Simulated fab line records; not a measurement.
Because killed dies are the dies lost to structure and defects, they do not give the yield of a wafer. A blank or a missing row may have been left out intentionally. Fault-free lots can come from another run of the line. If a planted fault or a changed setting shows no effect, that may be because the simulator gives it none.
Which tool did it? | flow sky130 | 12 lots with 36 wafers sampled at 5 steps, on a route of 708 steps

== WHAT EACH GAUGE READ, for each wafer ==
SKY_NWELL_THK_MEAS_02. Usual: NWELL_OXIDATION_THK typically reads 10.09 nm, with standard deviation 0.14.
lot  | measured    | on            | NWELL_OXIDATION_THK (nm) | flag
L493 | day 2 23:54 | film_metro-01 | 10.12 10.11 10.36        |
L494 | day 3 06:07 | film_metro-01 | 10.04 10.31 10.14        |
L495 | day 3 10:51 | film_metro-01 | 10.19 10.00 10.15        |
L498 | day 4 02:50 | film_metro-02 | 10.18 10.20 10.12        |
L499 | day 4 03:59 | film_metro-02 | 10.16 9.96 9.93          |
L505 | day 5 16:52 | film_metro-02 | 9.77 10.12 10.06         |
L506 | day 5 16:53 | film_metro-01 | 9.97 10.22 10.12         |
L508 | day 6 04:01 | film_metro-03 | 10.15 10.18 10.19        |
L510 | day 6 16:49 | film_metro-03 | 9.94 9.86 9.91           |
L512 | day 7 02:40 | film_metro-01 | 10.05 10.06 10.07        |
L513 | day 7 08:31 | film_metro-02 | 10.04 9.86 10.04         |
L514 | day 7 12:10 | film_metro-02 | 10.07 9.97 9.99          |

SKY_NWELL_RS_MEAS_29: the measuring method here is four-point-probe. Usual: NWELL_RS typically reads 624.6 ohm/sq, with standard deviation 1.5.
lot  | measured     | on            | NWELL_RS (ohm/sq) | flag
L493 | day 5 19:38  | film_metro-03 | 624.1 625.0 626.0 |
L494 | day 6 02:01  | film_metro-01 | 625.0 623.3 622.5 |
L495 | day 6 08:43  | film_metro-01 | 647.7 647.0 648.1 | OFF
L498 | day 7 04:34  | film_metro-03 | 646.3 648.3 646.2 | OFF
L499 | day 7 05:45  | film_metro-01 | 623.8 625.2 624.7 |
L505 | day 9 00:53  | film_metro-03 | 625.2 628.0 629.1 |
L506 | day 8 23:44  | film_metro-02 | 623.8 622.8 624.2 |
L508 | day 9 13:18  | film_metro-02 | 624.5 623.3 622.9 |
L510 | day 10 03:38 | film_metro-02 | 624.3 625.2 625.1 |
L512 | day 10 17:09 | film_metro-02 | 627.9 626.4 625.6 |
L513 | day 10 22:26 | film_metro-03 | 626.9 622.0 623.4 |
L514 | day 11 03:56 | film_metro-02 | 625.6 626.2 625.6 |

== WHICH TOOL RAN EACH LOT (tool, then ch and the chambers of the sampled wafers, then the start) ==
lot  | SKY_DNWELL_STRIP_08                 | SKY_NWELL_IMPLANT_13            | SKY_NWELL_STRIP_14
L493 | plasma_asher-01 ch 0,1, day 3 16:02 | implanter-03 ch 0, day 5 02:04  | plasma_asher-04 ch 1, day 5 02:11
L494 | plasma_asher-01 ch 0,1, day 3 21:45 | implanter-03 ch 0, day 5 07:38  | plasma_asher-01 ch 1, day 5 07:47
L495 | plasma_asher-03 ch 1, day 4 02:18   | implanter-03 ch 0, day 5 14:01  | plasma_asher-01 ch 1, day 5 14:08
L498 | plasma_asher-03 ch 0,1, day 4 20:37 | implanter-03 ch 0, day 6 08:40  | plasma_asher-01 ch 0,1, day 6 08:49
L499 | plasma_asher-02 ch 0,1, day 4 21:02 | implanter-01 ch 0, day 6 09:32  | plasma_asher-03 ch 0,1, day 6 09:41
L505 | plasma_asher-02 ch 0,1, day 6 11:35 | implanter-01 ch 0, day 8 03:17  | plasma_asher-03 ch 0,1, day 8 03:26
L506 | plasma_asher-02 ch 0,1, day 6 10:57 | implanter-02 ch 0, day 8 02:10  | plasma_asher-01 ch 0,1, day 8 02:17
L508 | plasma_asher-03 ch 0,1, day 6 22:11 | implanter-02 ch 0, day 8 15:44  | plasma_asher-03 ch 0,1, day 8 15:53
L510 | plasma_asher-03 ch 0,1, day 7 12:13 | implanter-02 ch 0, day 9 05:35  | plasma_asher-01 ch 0,1, day 9 05:44
L512 | plasma_asher-02 ch 0,1, day 7 22:42 | implanter-03 ch 0, day 9 17:43  | plasma_asher-04 ch 0,1, day 9 17:53
L513 | plasma_asher-01 ch 0,1, day 8 04:14 | implanter-01 ch 0, day 9 23:41  | plasma_asher-04 ch 0,1, day 9 23:50
L514 | plasma_asher-02 ch 0, day 8 08:56   | implanter-03 ch 0, day 10 04:07 | plasma_asher-04 ch 0,1, day 10 04:14
- SKY_DNWELL_STRIP_08: strips in O2/N2.
- SKY_NWELL_IMPLANT_13
- SKY_NWELL_STRIP_14: strips in O2/N2.

== AS READ BY THE TOOLS THEMSELVES (means over the sampled wafers that have a number; for cases with no such wafer, the mark the record gives instead) ==
SKY_DNWELL_STRIP_08. Usual: drypump_motor_current_A 5.8 A, standard deviation 0.53; oes_product_au 0.722 a.u., standard deviation 0.0043; strip_time_to_endpoint_s 36.88 s, standard deviation 0.11.
lot  | tool            | drypump_motor_current_A (A) | oes_product_au (a.u.) | strip_time_to_endpoint_s (s) | flag
L493 | plasma_asher-01 | 6.4                         | 0.720                 | 36.79                        |
L494 | plasma_asher-01 | 6.3                         | 0.720                 | 37.02                        |
L495 | plasma_asher-03 | 5.7                         | 0.727                 | 36.91                        |
L498 | plasma_asher-03 | 5.2                         | 0.718                 | 36.94                        |
L499 | plasma_asher-02 | 6.0                         | 0.721                 | 36.92                        |
L505 | plasma_asher-02 | 5.9                         | 0.719                 | 36.78                        |
L506 | plasma_asher-02 | 5.8                         | 0.720                 | 36.93                        |
L508 | plasma_asher-03 | 5.2                         | 0.725                 | 36.70                        |
L510 | plasma_asher-03 | 5.5                         | 0.720                 | 36.89                        |
L512 | plasma_asher-02 | 5.9                         | 0.724                 | 36.83                        |
L513 | plasma_asher-01 | 6.3                         | 0.723                 | 36.96                        |
L514 | plasma_asher-02 | 6.1                         | 0.724                 | 36.82                        |

SKY_NWELL_IMPLANT_13. Usual: dose_ions_cm2 7e+11, standard deviation 7.2e+08; faraday_current_uA 3.95, standard deviation 0.075.
lot  | tool         | dose_ions_cm2 | faraday_current_uA | flag
L493 | implanter-03 | 7e+11         | 3.87               |
L494 | implanter-03 | 7e+11         | 3.98               |
L495 | implanter-03 | 8e+10         | 0.46               | OFF
L498 | implanter-03 | 8e+10         | 0.46               | OFF
L499 | implanter-01 | 7e+11         | 3.99               |
L505 | implanter-01 | 7e+11         | 3.90               |
L506 | implanter-02 | 7e+11         | 4.00               |
L508 | implanter-02 | 7e+11         | 3.96               |
L510 | implanter-02 | 7e+11         | 3.93               |
L512 | implanter-03 | 7e+11         | 4.01               |
L513 | implanter-01 | 7e+11         | 4.02               |
L514 | implanter-03 | 7e+11         | 4.01               |

SKY_NWELL_STRIP_14. Usual: drypump_motor_current_A 5.8 A, standard deviation 0.53; oes_product_au 0.723 a.u., standard deviation 0.0044; strip_time_to_endpoint_s 36.93 s, standard deviation 0.13.
lot  | tool            | drypump_motor_current_A (A) | oes_product_au (a.u.) | strip_time_to_endpoint_s (s) | flag
L493 | plasma_asher-04 | 5.8                         | 0.721                 | 37.03                        |
L494 | plasma_asher-01 | 6.1                         | 0.720                 | 36.86                        |
L495 | plasma_asher-01 | 6.1                         | 0.728                 | 36.97                        |
L498 | plasma_asher-01 | 6.3                         | 0.722                 | 36.81                        |
L499 | plasma_asher-03 | 5.2                         | 0.720                 | 36.90                        |
L505 | plasma_asher-03 | 5.5                         | 0.721                 | 36.97                        |
L506 | plasma_asher-01 | 6.4                         | 0.726                 | 36.93                        |
L508 | plasma_asher-03 | 5.5                         | 0.721                 | 36.79                        |
L510 | plasma_asher-01 | 6.3                         | 0.724                 | 37.06                        |
L512 | plasma_asher-04 | 5.7                         | 0.718                 | 37.07                        |
L513 | plasma_asher-04 | 5.5                         | 0.719                 | 37.01                        |
L514 | plasma_asher-04 | 5.5                         | 0.724                 | 36.82                        |

== THE ANSWER, worked out from the rows above alone ==
Rule: lot off if the mean of its wafers having a number is beyond 3 standard deviations from the usual mean. Also off: a lot with no number at a reading for which 4 or more lots have one. The other lots that the step has rows for count as sound. After the gauges, taken in route order, come the tools' own readings; for these a lot's mean is taken, as printed above. The first step at which some lot is off is used, and at that step the reading that is off furthest; a lot without a number counts as furthest.
Off: L495, L498, at SKY_NWELL_RS_MEAS_29 (NWELL_RS).
If a tool, at a process step before that reading, ran all the lots that are off and no sound lot after the first of them, it fits. Not tried: the gauges at SKY_NWELL_RS_MEAS_29; whatever is off there is also off at SKY_NWELL_IMPLANT_13, on other tools, and gauge error can't account for it. Of those tried, none fits.

== WHAT HAD BEEN PUT IN BY THE SIMULATOR ==
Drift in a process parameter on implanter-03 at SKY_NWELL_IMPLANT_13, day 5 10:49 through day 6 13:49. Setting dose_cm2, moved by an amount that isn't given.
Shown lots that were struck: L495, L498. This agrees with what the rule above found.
